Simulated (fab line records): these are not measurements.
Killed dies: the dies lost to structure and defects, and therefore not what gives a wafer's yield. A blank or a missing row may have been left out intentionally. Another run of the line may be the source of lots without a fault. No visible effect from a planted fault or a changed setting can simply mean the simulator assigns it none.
fab line records ; flow sky130
record lots=24; wafers=72; last-day=50
route steps=708 shown LI_CONTACT@382 METAL1@438 VIA1@473 METAL4@602 CAP2M@615 VIA4@651
lots with no fault: from the same line, run without faults
start-h: the number of hours between the record's first day and the start of the first shown wafer of the lot ; wait-h: hours from the lot's prior step to this one ; " unchanged from the row above ; L1.1+2: a row that stands for several wafers ; - no value present, or no start provided ; * or withheld: withheld ; < > ~ a bound
route shown NAME@n: a module of which the file shows steps, and the number in the route of the first ; usual: mean and standard deviation over wafers with no fault ; same: alike in all rows ; chamber/n: place in a boat ; sites: the reading at each site ; _std_site: their standard deviation ; _edge_site: outer sites' mean less inner sites' ; radius-mm: for every site, how far away it sits from the centre of the wafer ; mask NAME#n: copy n ; behind: the last tool/chamber to shape the wafer ; hold: why the lot went on hold/how many hours it stayed there/how the hold came to an end ; device: names the non-switching transistor (n, p or np) ; end of line: tests run on the same wafers once the route is complete ; step lacking rows: just its recipe ; killed: dies lost to structure and defects at the first sort, not the wafer's yield ; map: dies across one wafer; x = killed, . = not, _ = none there
set.NAME: the setting as run; set.NAME@STEP: as run at that earlier step ; model.NAME: the simulator's own value behind a step, which no gauge read
the route's steps for a sample of lots (tables are steps, rows are wafers)
services: when a tool's chamber went out of use (start-h, in hours from the record's first day, below 0 if earlier), for how many hours, and the reason
## steps
# step SKY_LI_CONTACT_SPUTTER_20
# recipe material=TiN; target-thk-nm=20; chamber-pressure-pa=5; power-w=4000; time-s=80
# usual throttle-valve-pct=29.9/0.92
lot.wafer;tool;chamber;start-h;wait-h;throttle-valve-pct
L074.1;pvd-sputter-03;-;677.67;0.0;29.4
L074.2;pvd-sputter-03;-;677.67;0.0;29.3
L074.3;pvd-sputter-03;-;677.67;0.0;28.4
L075.3;pvd-sputter-04;-;700.54;0.0;31.6
L075.4;pvd-sputter-04;-;700.54;0.0;29.2
L075.5;pvd-sputter-04;-;700.54;0.0;30.8
L076.1;pvd-sputter-03;-;705.20;0.0;28.2
L076.2;pvd-sputter-03;-;705.20;0.0;30.0
L076.4;pvd-sputter-03;-;705.20;0.0;29.6
L077.4;pvd-sputter-03;-;708.17;0.0;29.6
L077.5;pvd-sputter-03;-;708.17;0.0;29.9
L077.6;pvd-sputter-03;-;708.17;0.0;29.4
L078.1;pvd-sputter-01;-;717.52;0.0;32.2
L078.2;pvd-sputter-01;-;717.52;0.0;29.5
L078.4;pvd-sputter-01;-;717.52;0.0;31.2
L079.2;pvd-sputter-04;-;728.17;0.0;30.9
L079.4;pvd-sputter-04;-;728.17;0.0;31.7
L079.6;pvd-sputter-04;-;728.17;0.0;29.5
L080.1;pvd-sputter-01;-;730.92;0.0;32.2
L080.3;pvd-sputter-01;-;730.92;0.0;29.5
L080.4;pvd-sputter-01;-;730.92;0.0;29.9
L081.2;pvd-sputter-03;-;742.27;0.0;28.7
L081.5;pvd-sputter-03;-;742.27;0.0;28.4
L081.6;pvd-sputter-03;-;742.27;0.0;29.3
L082.2;pvd-sputter-04;-;754.83;0.0;28.9
L082.3;pvd-sputter-04;-;754.83;0.0;30.6
L082.6;pvd-sputter-04;-;754.83;0.0;31.7
L083.1;pvd-sputter-03;-;755.82;0.0;29.3
L083.4;pvd-sputter-03;-;755.82;0.0;29.4
L083.5;pvd-sputter-03;-;755.82;0.0;29.6
L084.1;pvd-sputter-03;-;764.97;0.0;29.5
L084.4;pvd-sputter-03;-;764.97;0.0;29.3
L084.6;pvd-sputter-03;-;764.97;0.0;29.4
L085.1;pvd-sputter-03;-;774.42;0.0;29.9
L085.3;pvd-sputter-03;-;774.42;0.0;29.4
L085.6;pvd-sputter-03;-;774.42;0.0;28.6
L086.2;pvd-sputter-01;-;782.27;0.0;29.3
L086.5;pvd-sputter-01;-;782.27;0.0;32.2
L086.6;pvd-sputter-01;-;782.27;0.0;29.8
L087.2;pvd-sputter-01;-;786.89;0.0;30.9
L087.4;pvd-sputter-01;-;786.89;0.0;29.7
L087.5;pvd-sputter-01;-;786.89;0.0;29.9
L088.1;pvd-sputter-03;-;794.88;0.0;30.0
L088.3;pvd-sputter-03;-;794.88;0.0;28.5
L088.4;pvd-sputter-03;-;794.88;0.0;29.6
L089.2;pvd-sputter-03;-;807.02;0.0;30.0
L089.3;pvd-sputter-03;-;807.02;0.0;29.4
L089.4;pvd-sputter-03;-;807.02;0.0;29.2
L090.3;pvd-sputter-04;-;811.12;0.0;30.9
L090.5;pvd-sputter-04;-;811.12;0.0;30.7
L090.6;pvd-sputter-04;-;811.12;0.0;30.0
L091.2;pvd-sputter-01;-;816.37;0.0;29.9
L091.4;pvd-sputter-01;-;816.37;0.0;29.3
L091.5;pvd-sputter-01;-;816.37;0.0;29.8
L092.1;pvd-sputter-03;-;821.48;0.0;29.6
L092.2;pvd-sputter-03;-;821.48;0.0;29.5
L092.4;pvd-sputter-03;-;821.48;0.0;30.0
L093.2;pvd-sputter-04;-;825.72;0.0;29.0
L093.3;pvd-sputter-04;-;825.72;0.0;30.0
L093.5;pvd-sputter-04;-;825.72;0.0;30.0
L094.1;pvd-sputter-04;-;832.48;0.0;31.5
L094.2;pvd-sputter-04;-;832.48;0.0;29.1
L094.6;pvd-sputter-04;-;832.48;0.0;29.9
L095.1;pvd-sputter-04;-;839.87;0.0;30.8
L095.2;pvd-sputter-04;-;839.87;0.0;29.7
L095.3;pvd-sputter-04;-;839.87;0.0;29.2
L096.3;pvd-sputter-04;-;844.57;0.0;30.8
L096.4;pvd-sputter-04;-;844.57;0.0;29.9
L096.5;pvd-sputter-04;-;844.57;0.0;29.9
L097.3;pvd-sputter-03;-;853.32;0.0;29.7
L097.4;pvd-sputter-03;-;853.32;0.0;28.6
L097.5;pvd-sputter-03;-;853.32;0.0;29.7
# step SKY_METAL1_SPUTTER_04
# recipe material=TiN; target-thk-nm=70; power-w=6500; time-s=58.3; chamber-pressure-pa=0.4
# usual throttle-valve-pct=30.3/1
lot.wafer;tool;chamber;start-h;wait-h;throttle-valve-pct
L074.1;pvd-sputter-04;-;737.51;0.0;31.3
L074.2;pvd-sputter-04;-;737.51;0.0;29.6
L074.3;pvd-sputter-04;-;737.51;0.0;30.0
L075.3;pvd-sputter-01;-;758.29;0.0;30.7
L075.4;pvd-sputter-01;-;758.29;0.0;29.3
L075.5;pvd-sputter-01;-;758.29;0.0;32.4
L076.1;pvd-sputter-01;-;764.79;0.0;29.5
L076.2;pvd-sputter-01;-;764.79;0.0;29.9
L076.4;pvd-sputter-01;-;764.79;0.0;32.3
L077.4;pvd-sputter-04;-;767.48;0.0;29.2
L077.5;pvd-sputter-04;-;767.48;0.0;30.7
L077.6;pvd-sputter-04;-;767.48;0.0;31.7
L078.1;pvd-sputter-02;-;775.39;0.0;29.0
L078.2;pvd-sputter-02;-;775.39;0.0;29.5
L078.4;pvd-sputter-02;-;775.39;0.0;28.9
L079.2;pvd-sputter-04;-;785.29;0.0;31.0
L079.4;pvd-sputter-04;-;785.29;0.0;31.2
L079.6;pvd-sputter-04;-;785.29;0.0;31.6
L080.1;pvd-sputter-04;-;788.49;0.0;29.1
L080.3;pvd-sputter-04;-;788.49;0.0;29.7
L080.4;pvd-sputter-04;-;788.49;0.0;31.8
L081.2;pvd-sputter-01;-;799.29;0.0;29.1
L081.5;pvd-sputter-01;-;799.29;0.0;30.8
L081.6;pvd-sputter-01;-;799.29;0.0;29.6
L082.2;pvd-sputter-04;-;812.35;0.0;30.8
L082.3;pvd-sputter-04;-;812.35;0.0;29.2
L082.6;pvd-sputter-04;-;812.35;0.0;31.6
L083.1;pvd-sputter-04;-;813.44;0.0;31.6
L083.4;pvd-sputter-04;-;813.44;0.0;30.1
L083.5;pvd-sputter-04;-;813.44;0.0;30.8
L084.1;pvd-sputter-01;-;820.98;0.0;32.3
L084.4;pvd-sputter-01;-;820.98;0.0;29.4
L084.6;pvd-sputter-01;-;820.98;0.0;30.0
L085.1;pvd-sputter-02;-;830.99;0.0;28.8
L085.3;pvd-sputter-02;-;830.99;0.0;31.4
L085.6;pvd-sputter-02;-;830.99;0.0;28.9
L086.2;pvd-sputter-02;-;837.91;0.0;31.1
L086.5;pvd-sputter-02;-;837.91;0.0;29.3
L086.6;pvd-sputter-02;-;837.91;0.0;28.8
L087.2;pvd-sputter-02;-;843.59;0.0;28.9
L087.4;pvd-sputter-02;-;843.59;0.0;31.1
L087.5;pvd-sputter-02;-;843.59;0.0;31.2
L088.1;pvd-sputter-02;-;850.79;0.0;29.4
L088.3;pvd-sputter-02;-;850.79;0.0;29.4
L088.4;pvd-sputter-02;-;850.79;0.0;30.8
L089.2;pvd-sputter-01;-;863.27;0.0;29.6
L089.3;pvd-sputter-01;-;863.27;0.0;32.2
L089.4;pvd-sputter-01;-;863.27;0.0;30.9
L090.3;pvd-sputter-04;-;866.74;0.0;30.7
L090.5;pvd-sputter-04;-;866.74;0.0;31.6
L090.6;pvd-sputter-04;-;866.74;0.0;30.4
L091.2;pvd-sputter-01;-;871.73;0.0;30.8
L091.4;pvd-sputter-01;-;871.73;0.0;32.3
L091.5;pvd-sputter-01;-;871.73;0.0;29.4
L092.1;pvd-sputter-01;-;877.02;0.0;29.8
L092.2;pvd-sputter-01;-;877.02;0.0;29.2
L092.4;pvd-sputter-01;-;877.02;0.0;30.8
L093.2;pvd-sputter-02;-;880.55;0.0;28.7
L093.3;pvd-sputter-02;-;880.55;0.0;31.0
L093.5;pvd-sputter-02;-;880.55;0.0;29.3
L094.1;pvd-sputter-04;-;888.38;0.0;29.0
L094.2;pvd-sputter-04;-;888.38;0.0;31.4
L094.6;pvd-sputter-04;-;888.38;0.0;29.4
L095.1;pvd-sputter-01;-;894.05;0.0;29.4
L095.2;pvd-sputter-01;-;894.05;0.0;31.1
L095.3;pvd-sputter-01;-;894.05;0.0;30.0
L096.3;pvd-sputter-01;-;899.20;0.0;30.7
L096.4;pvd-sputter-01;-;899.20;0.0;32.4
L096.5;pvd-sputter-01;-;899.20;0.0;30.1
L097.3;pvd-sputter-01;-;909.04;0.0;31.2
L097.4;pvd-sputter-01;-;909.04;0.0;29.6
L097.5;pvd-sputter-01;-;909.04;0.0;32.4
# step SKY_VIA1_ETCH_15
# recipe target=SiO2; chemistry=C4F8/O2/Ar; target-depth-nm=351; stop-on=TiN; mask-material=KrF-thick; source-w=1500; bias-w=1200; pressure-mtorr=40; c4f8-flow-sccm=withheld; O2_flow_sccm=6; Ar_flow_sccm=300; time-s=54
# usual oes-product-au=0.974/0.005
lot.wafer;tool;chamber;start-h;wait-h;oes-product-au;rf-hours-counter-h
L074.1;rie-diel-02;0;794.06;0.0;0.975;11
L074.2;rie-diel-02;2;794.06;0.0;0.972;19
L074.3;rie-diel-02;1;794.06;0.0;0.963;15
L075.3;rie-diel-01;0;813.07;0.0;0.981;28
L075.4;rie-diel-01;2;813.07;0.0;0.971;3
L075.5;rie-diel-01;2;813.07;0.0;0.970;-
L076.1;rie-diel-02;0;819.06;0.0;0.973;12
L076.2;rie-diel-02;1;819.06;0.0;0.982;15
L076.4;rie-diel-02;3;819.06;0.0;0.967;12
L077.4;rie-diel-01;1;822.64;0.0;0.978;-
L077.5;rie-diel-01;2;822.64;0.0;0.972;-
L077.6;rie-diel-01;0;822.64;0.0;0.968;-
L078.1;rie-diel-03;2;830.11;0.0;0.970;8
L078.2;rie-diel-03;0;830.11;0.0;0.974;4
L078.4;rie-diel-03;3;830.11;0.0;0.971;14
L079.2;rie-diel-02;0;839.42;0.0;0.978;13
L079.4;rie-diel-02;1;839.42;0.0;0.968;16
L079.6;rie-diel-02;3;839.42;0.0;0.980;-
L080.1;rie-diel-03;3;842.46;0.0;0.978;15
L080.3;rie-diel-03;1;842.46;0.0;0.972;15
L080.4;rie-diel-03;0;842.46;0.0;0.975;4
L081.2;rie-diel-03;3;853.96;0.0;0.986;15
L081.5;rie-diel-03;1;853.96;0.0;0.969;-
L081.6;rie-diel-03;0;853.96;0.0;0.968;-
L082.2;rie-diel-01;3;866.17;0.0;0.968;22
L082.3;rie-diel-01;1;866.17;0.0;0.979;3
L082.6;rie-diel-01;3;866.17;0.0;0.985;-
L083.1;rie-diel-03;0;866.52;0.0;0.986;4
L083.4;rie-diel-03;2;866.52;0.0;0.980;9
L083.5;rie-diel-03;1;866.52;0.0;0.980;-
L084.1;rie-diel-01;0;874.72;0.0;0.971;0
L084.4;rie-diel-01;2;874.72;0.0;0.973;5
L084.6;rie-diel-01;0;874.72;0.0;0.972;-
L085.1;rie-diel-01;0;883.37;0.0;0.968;1
L085.3;rie-diel-01;3;883.37;0.0;0.975;23
L085.6;rie-diel-01;1;883.37;0.0;0.969;-
L086.2;rie-diel-03;2;889.32;0.0;0.975;9
L086.5;rie-diel-03;3;889.32;0.0;0.976;-
L086.6;rie-diel-03;2;889.32;0.0;0.972;-
L087.2;rie-diel-01;2;895.81;0.0;0.972;6
L087.4;rie-diel-01;1;895.81;0.0;0.985;4
L087.5;rie-diel-01;2;895.81;0.0;0.974;-
L088.1;rie-diel-03;1;903.12;0.0;0.972;16
L088.3;rie-diel-03;3;903.12;0.0;0.978;16
L088.4;rie-diel-03;2;903.12;0.0;0.973;10
L089.2;rie-diel-03;2;914.87;0.0;0.983;10
L089.3;rie-diel-03;0;914.87;0.0;0.978;6
L089.4;rie-diel-03;1;914.87;0.0;0.978;17
L090.3;rie-diel-01;2;918.21;0.0;0.968;7
L090.5;rie-diel-01;0;918.21;0.0;0.974;-
L090.6;rie-diel-01;3;918.21;0.0;0.974;-
L091.2;rie-diel-02;3;923.81;0.0;0.974;15
L091.4;rie-diel-02;0;923.81;0.0;0.979;15
L091.5;rie-diel-02;3;923.81;0.0;0.978;-
L092.1;rie-diel-03;3;928.92;0.0;0.969;17
L092.2;rie-diel-03;1;928.92;0.0;0.977;17
L092.4;rie-diel-03;2;928.92;0.0;0.975;10
L093.2;rie-diel-02;1;931.56;0.0;0.975;19
L093.3;rie-diel-02;3;931.56;0.0;0.973;15
L093.5;rie-diel-02;1;931.56;0.0;0.972;-
L094.1;rie-diel-02;2;940.11;0.0;0.970;24
L094.2;rie-diel-02;0;940.11;0.0;0.974;15
L094.6;rie-diel-02;1;940.11;0.0;0.971;-
L095.1;rie-diel-03;0;945.57;0.0;0.977;7
L095.2;rie-diel-03;2;945.57;0.0;0.976;11
L095.3;rie-diel-03;1;945.57;0.0;0.976;17
L096.3;rie-diel-01;3;952.12;0.0;0.973;24
L096.4;rie-diel-01;1;952.12;0.0;0.979;5
L096.5;rie-diel-01;0;952.12;0.0;0.973;-
L097.3;rie-diel-01;0;961.96;0.0;0.972;3
L097.4;rie-diel-01;3;961.96;0.0;0.977;25
L097.5;rie-diel-01;1;961.96;0.0;0.976;-
# step SKY_METAL4_SPUTTER_04
# recipe material=TiN; target-thk-nm=70; power-w=6500; time-s=58.3; chamber-pressure-pa=0.4
# usual throttle-valve-pct=29.9/0.91
lot.wafer;tool;chamber;start-h;wait-h;throttle-valve-pct
L074.1;pvd-sputter-03;-;928.93;0.0;29.6
L074.2;pvd-sputter-03;-;928.93;0.0;29.7
L074.3;pvd-sputter-03;-;928.93;0.0;28.4
L075.3;pvd-sputter-04;-;949.53;0.0;29.9
L075.4;pvd-sputter-04;-;949.53;0.0;29.4
L075.5;pvd-sputter-04;-;949.53;0.0;29.9
L076.1;pvd-sputter-02;-;954.95;0.0;28.9
L076.2;pvd-sputter-02;-;954.95;0.0;31.1
L076.4;pvd-sputter-02;-;954.95;0.0;29.6
L077.4;pvd-sputter-03;-;958.20;0.0;28.6
L077.5;pvd-sputter-03;-;958.20;0.0;28.6
L077.6;pvd-sputter-03;-;958.20;0.0;29.3
L078.1;pvd-sputter-02;-;965.13;0.0;28.7
L078.2;pvd-sputter-02;-;965.13;0.0;31.2
L078.4;pvd-sputter-02;-;965.13;0.0;29.2
L079.2;pvd-sputter-04;-;975.32;0.0;29.2
L079.4;pvd-sputter-04;-;975.32;0.0;31.7
L079.6;pvd-sputter-04;-;975.32;0.0;30.8
L080.1;pvd-sputter-03;-;975.80;0.0;28.4
L080.3;pvd-sputter-03;-;975.80;0.0;29.4
L080.4;pvd-sputter-03;-;975.80;0.0;29.4
L081.2;pvd-sputter-02;-;987.24;0.0;29.4
L081.5;pvd-sputter-02;-;987.24;0.0;31.2
L081.6;pvd-sputter-02;-;987.24;0.0;29.0
L082.2;pvd-sputter-04;-;997.68;0.0;30.5
L082.3;pvd-sputter-04;-;997.68;0.0;30.0
L082.6;pvd-sputter-04;-;997.68;0.0;29.4
L083.1;pvd-sputter-02;-;999.42;0.0;28.9
L083.4;pvd-sputter-02;-;999.42;0.0;31.3
L083.5;pvd-sputter-02;-;999.42;0.0;29.3
L084.1;pvd-sputter-03;-;1008.60;0.0;29.8
L084.4;pvd-sputter-03;-;1008.60;0.0;30.0
L084.6;pvd-sputter-03;-;1008.60;0.0;29.4
L085.1;pvd-sputter-04;-;1014.02;0.0;31.4
L085.3;pvd-sputter-04;-;1014.02;0.0;29.3
L085.6;pvd-sputter-04;-;1014.02;0.0;31.5
L086.2;pvd-sputter-03;-;1019.92;0.0;29.6
L086.5;pvd-sputter-03;-;1019.92;0.0;29.3
L086.6;pvd-sputter-03;-;1019.92;0.0;28.7
L087.2;pvd-sputter-04;-;1025.90;0.0;29.0
L087.4;pvd-sputter-04;-;1025.90;0.0;30.3
L087.5;pvd-sputter-04;-;1025.90;0.0;31.8
L088.1;pvd-sputter-02;-;1033.68;0.0;29.3
L088.3;pvd-sputter-02;-;1033.68;0.0;30.8
L088.4;pvd-sputter-02;-;1033.68;0.0;29.4
L089.2;pvd-sputter-04;-;1042.52;0.0;29.4
L089.3;pvd-sputter-04;-;1042.52;0.0;30.7
L089.4;pvd-sputter-04;-;1042.52;0.0;30.3
L090.3;pvd-sputter-04;-;1046.22;0.0;29.9
L090.5;pvd-sputter-04;-;1046.22;0.0;30.7
L090.6;pvd-sputter-04;-;1046.22;0.0;31.5
L091.2;pvd-sputter-04;-;1051.32;0.0;31.4
L091.4;pvd-sputter-04;-;1051.32;0.0;29.4
L091.5;pvd-sputter-04;-;1051.32;0.0;29.3
L092.1;pvd-sputter-02;-;1057.03;0.0;29.3
L092.2;pvd-sputter-02;-;1057.03;0.0;29.6
L092.4;pvd-sputter-02;-;1057.03;0.0;28.7
L093.2;pvd-sputter-03;-;1058.84;0.0;29.4
L093.3;pvd-sputter-03;-;1058.84;0.0;30.1
L093.5;pvd-sputter-03;-;1058.84;0.0;28.4
L094.1;pvd-sputter-04;-;1065.38;0.0;29.4
L094.2;pvd-sputter-04;-;1065.38;0.0;29.8
L094.6;pvd-sputter-04;-;1065.38;0.0;30.5
L095.1;pvd-sputter-04;-;1071.17;0.0;31.4
L095.2;pvd-sputter-04;-;1071.17;0.0;30.6
L095.3;pvd-sputter-04;-;1071.17;0.0;29.7
L096.3;pvd-sputter-03;-;1075.04;0.0;29.4
L096.4;pvd-sputter-03;-;1075.04;0.0;29.9
L096.5;pvd-sputter-03;-;1075.04;0.0;29.4
L097.3;pvd-sputter-04;-;1082.79;0.0;29.1
L097.4;pvd-sputter-04;-;1082.79;0.0;30.0
L097.5;pvd-sputter-04;-;1082.79;0.0;29.4
# step SKY_CAP2M_OVL_MEAS_12
# usual CAP2M_OVL=0.8/1.4
lot.wafer;tool;chamber;start-h;wait-h;CAP2M_OVL[nm]
L074.1;overlay-01;-;955.07;0.1;-1.2
L074.2;overlay-01;-;955.07;0.1;-2.3
L074.3;overlay-01;-;955.07;0.1;-0.1
L075.3;overlay-02;-;974.48;0.1;2.7
L075.4;overlay-02;-;974.48;0.1;1.7
L075.5;overlay-02;-;974.48;0.1;1.1
L076.1;overlay-02;-;979.32;0.1;2.1
L076.2;overlay-02;-;979.32;0.1;1.3
L076.4;overlay-02;-;979.32;0.1;1.3
L077.4;overlay-01;-;982.69;0.1;2.1
L077.5;overlay-01;-;982.69;0.1;2.4
L077.6;overlay-01;-;982.69;0.1;0.4
L078.1;overlay-01;-;989.26;0.1;-0.1
L078.2;overlay-01;-;989.26;0.1;-0.1
L078.4;overlay-01;-;989.26;0.1;-1.2
L079.2;overlay-02;-;998.62;0.1;2.4
L079.4;overlay-02;-;998.62;0.1;0.5
L079.6;overlay-02;-;998.62;0.1;1.2
L080.1;overlay-02;-;999.52;0.1;1.2
L080.3;overlay-02;-;999.52;0.1;1.2
L080.4;overlay-02;-;999.52;0.1;3.8
L081.2;overlay-02;-;1010.06;0.1;3.3
L081.5;overlay-02;-;1010.06;0.1;2.2
L081.6;overlay-02;-;1010.06;0.1;2.0
L082.2;overlay-02;-;1020.42;0.1;-1.0
L082.3;overlay-02;-;1020.42;0.1;-0.8
L082.6;overlay-02;-;1020.42;0.1;-0.4
L083.1;overlay-01;-;1022.92;0.1;0.0
L083.4;overlay-01;-;1022.92;0.1;0.5
L083.5;overlay-01;-;1022.92;0.1;1.1
L084.1;overlay-01;-;1031.67;0.1;-1.2
L084.4;overlay-01;-;1031.67;0.1;2.0
L084.6;overlay-01;-;1031.67;0.1;-0.6
L085.1;overlay-01;-;1036.02;0.1;0.0
L085.3;overlay-01;-;1036.02;0.1;0.8
L085.6;overlay-01;-;1036.02;0.1;1.0
L086.2;overlay-02;-;1042.01;0.1;-0.6
L086.5;overlay-02;-;1042.01;0.1;-1.0
L086.6;overlay-02;-;1042.01;0.1;-0.8
L087.2;overlay-01;-;1048.47;0.1;1.2
L087.4;overlay-01;-;1048.47;0.1;2.5
L087.5;overlay-01;-;1048.47;0.1;1.2
L088.1;overlay-01;-;1056.47;0.1;0.9
L088.3;overlay-01;-;1056.47;0.1;2.9
L088.4;overlay-01;-;1056.47;0.1;1.6
L089.2;overlay-02;-;1064.63;0.1;-0.6
L089.3;overlay-02;-;1064.63;0.1;0.6
L089.4;overlay-02;-;1064.63;0.1;0.2
L090.3;overlay-01;-;1068.27;0.1;0.6
L090.5;overlay-01;-;1068.27;0.1;1.4
L090.6;overlay-01;-;1068.27;0.1;0.4
L091.2;overlay-02;-;1073.08;0.1;3.0
L091.4;overlay-02;-;1073.08;0.1;0.6
L091.5;overlay-02;-;1073.08;0.1;2.9
L092.1;overlay-01;-;1078.77;0.1;-1.0
L092.2;overlay-01;-;1078.77;0.1;0.6
L092.4;overlay-01;-;1078.77;0.1;-1.0
L093.2;overlay-02;-;1080.17;0.1;1.1
L093.3;overlay-02;-;1080.17;0.1;0.7
L093.5;overlay-02;-;1080.17;0.1;1.0
L094.1;overlay-01;-;1086.17;0.1;3.3
L094.2;overlay-01;-;1086.17;0.1;4.5
L094.6;overlay-01;-;1086.17;0.1;3.0
L095.1;overlay-01;-;1091.57;0.1;0.7
L095.2;overlay-01;-;1091.57;0.1;1.3
L095.3;overlay-01;-;1091.57;0.1;2.2
L096.3;overlay-01;-;1095.98;0.1;0.1
L096.4;overlay-01;-;1095.98;0.1;0.6
L096.5;overlay-01;-;1095.98;0.1;-0.3
L097.3;overlay-01;-;1103.78;0.1;0.8
L097.4;overlay-01;-;1103.78;0.1;0.6
L097.5;overlay-01;-;1103.78;0.1;-0.1
# step SKY_VIA4_ETCH_12
# recipe target=SiO2; chemistry=C4F8/O2/Ar; stop-on=TiN; mask-material=NOVOLAK; source-w=1500; bias-w=1200; pressure-mtorr=40; c4f8-flow-sccm=withheld; O2_flow_sccm=6; Ar_flow_sccm=300; time-s=withheld; target-depth-a=5800
# usual oes-product-au=0.926/0.0045
lot.wafer;tool;chamber;start-h;wait-h;oes-product-au
L074.1;rie-diel-04;3;1005.35;0.0;0.922
L074.2;rie-diel-04;2;1005.35;0.0;0.932
L074.3;rie-diel-04;1;1005.35;0.0;0.925
L075.3;rie-diel-03;0;1023.01;0.0;0.922
L075.4;rie-diel-03;1;1023.01;0.0;0.928
L075.5;rie-diel-03;2;1023.01;0.0;0.930
L076.1;rie-diel-04;2;1027.51;0.0;0.923
L076.2;rie-diel-04;3;1027.51;0.0;0.917
L076.4;rie-diel-04;2;1027.51;0.0;0.919
L077.4;rie-diel-02;3;1031.50;0.0;0.927
L077.5;rie-diel-02;1;1031.50;0.0;0.922
L077.6;rie-diel-02;2;1031.50;0.0;0.936
L078.1;rie-diel-02;0;1037.51;0.0;0.929
L078.2;rie-diel-02;3;1037.51;0.0;0.924
L078.4;rie-diel-02;2;1037.51;0.0;0.922
L079.2;rie-diel-02;0;1046.96;0.0;0.920
L079.4;rie-diel-02;2;1046.96;0.0;0.926
L079.6;rie-diel-02;0;1046.96;0.0;0.932
L080.1;rie-diel-03;0;1047.61;0.0;0.927
L080.3;rie-diel-03;3;1047.61;0.0;0.914
L080.4;rie-diel-03;2;1047.61;0.0;0.927
L081.2;rie-diel-03;2;1057.56;0.0;0.925
L081.5;rie-diel-03;0;1057.56;0.0;0.926
L081.6;rie-diel-03;3;1057.56;0.0;0.935
L082.2;rie-diel-02;3;1066.11;0.0;0.925
L082.3;rie-diel-02;1;1066.11;0.0;0.927
L082.6;rie-diel-02;1;1066.11;0.0;0.921
L083.1;rie-diel-02;1;1069.81;0.0;0.916
L083.4;rie-diel-02;3;1069.81;0.0;0.933
L083.5;rie-diel-02;3;1069.81;0.0;0.920
L084.1;rie-diel-04;0;1078.00;0.0;0.927
L084.4;rie-diel-04;1;1078.00;0.0;0.928
L084.6;rie-diel-04;0;1078.00;0.0;0.929
L085.1;rie-diel-02;1;1082.01;0.0;0.932
L085.3;rie-diel-02;0;1082.01;0.0;0.920
L085.6;rie-diel-02;2;1082.01;0.0;0.927
L086.2;rie-diel-02;1;1087.36;0.0;0.927
L086.5;rie-diel-02;1;1087.36;0.0;0.918
L086.6;rie-diel-02;2;1087.36;0.0;0.919
L087.2;rie-diel-04;3;1093.30;0.0;0.924
L087.4;rie-diel-04;2;1093.30;0.0;0.931
L087.5;rie-diel-04;2;1093.30;0.0;0.920
L088.1;rie-diel-03;2;1101.00;0.0;0.921
L088.3;rie-diel-03;0;1101.00;0.0;0.929
L088.4;rie-diel-03;3;1101.00;0.0;0.928
L089.2;rie-diel-03;1;1108.15;0.0;0.927
L089.3;rie-diel-03;0;1108.15;0.0;0.928
L089.4;rie-diel-03;3;1108.15;0.0;0.926
L090.3;rie-diel-04;0;1110.60;0.0;0.919
L090.5;rie-diel-04;1;1110.60;0.0;0.930
L090.6;rie-diel-04;2;1110.60;0.0;0.920
L091.2;rie-diel-03;3;1116.80;0.0;0.919
L091.4;rie-diel-03;0;1116.80;0.0;0.925
L091.5;rie-diel-03;0;1116.80;0.0;0.929
L092.1;rie-diel-03;3;1122.91;0.0;0.929
L092.2;rie-diel-03;0;1122.91;0.0;0.920
L092.4;rie-diel-03;0;1122.91;0.0;0.925
L093.2;rie-diel-02;2;1123.51;0.0;0.926
L093.3;rie-diel-02;3;1123.51;0.0;0.919
L093.5;rie-diel-02;2;1123.51;0.0;0.929
L094.1;rie-diel-02;0;1129.00;0.0;0.930
L094.2;rie-diel-02;2;1129.00;0.0;0.929
L094.6;rie-diel-02;2;1129.00;0.0;0.925
L095.1;rie-diel-02;3;1134.26;0.0;0.926
L095.2;rie-diel-02;1;1134.26;0.0;0.926
L095.3;rie-diel-02;0;1134.26;0.0;0.915
L096.3;rie-diel-04;3;1137.25;0.0;0.933
L096.4;rie-diel-04;0;1137.25;0.0;0.925
L096.5;rie-diel-04;0;1137.25;0.0;0.924
L097.3;rie-diel-02;0;1144.91;0.0;0.929
L097.4;rie-diel-02;3;1144.91;0.0;0.926
L097.5;rie-diel-02;1;1144.91;0.0;0.931
## services
tool;chamber;start-h;hours;kind
rie-diel-03;-;671.42;3.3;repair
rie-diel-03;-;678.38;0.2;repair
pvd-sputter-02;-;726.70;21.0;repair
rie-diel-02;1;740.17;2.5;repair
rie-diel-03;0;758.07;11.0;repair
rie-diel-02;0;804.68;3.1;repair
pvd-sputter-04;-;805.26;3.7;repair
rie-diel-02;2;813.20;3.5;repair
pvd-sputter-04;-;911.27;3.2;repair
rie-diel-02;-;915.39;0.5;repair
rie-diel-02;3;939.45;8.9;repair
pvd-sputter-03;-;967.76;2.9;repair
pvd-sputter-01;-;981.76;1.7;repair
rie-diel-03;1;1001.77;13.3;repair
pvd-sputter-04;-;1011.22;2.6;repair
pvd-sputter-03;-;1016.37;3.0;repair
rie-diel-02;-;1045.57;0.1;repair
pvd-sputter-04;-;1052.56;0.5;repair
rie-diel-03;2;1072.85;11.3;repair
pvd-sputter-03;-;1107.75;6.8;repair
rie-diel-02;0;1118.83;8.6;repair
rie-diel-03;1;1120.60;5.6;repair
pvd-sputter-03;-;1130.27;2.9;repair
pvd-sputter-03;-;1141.30;1.4;repair
## key
fault none
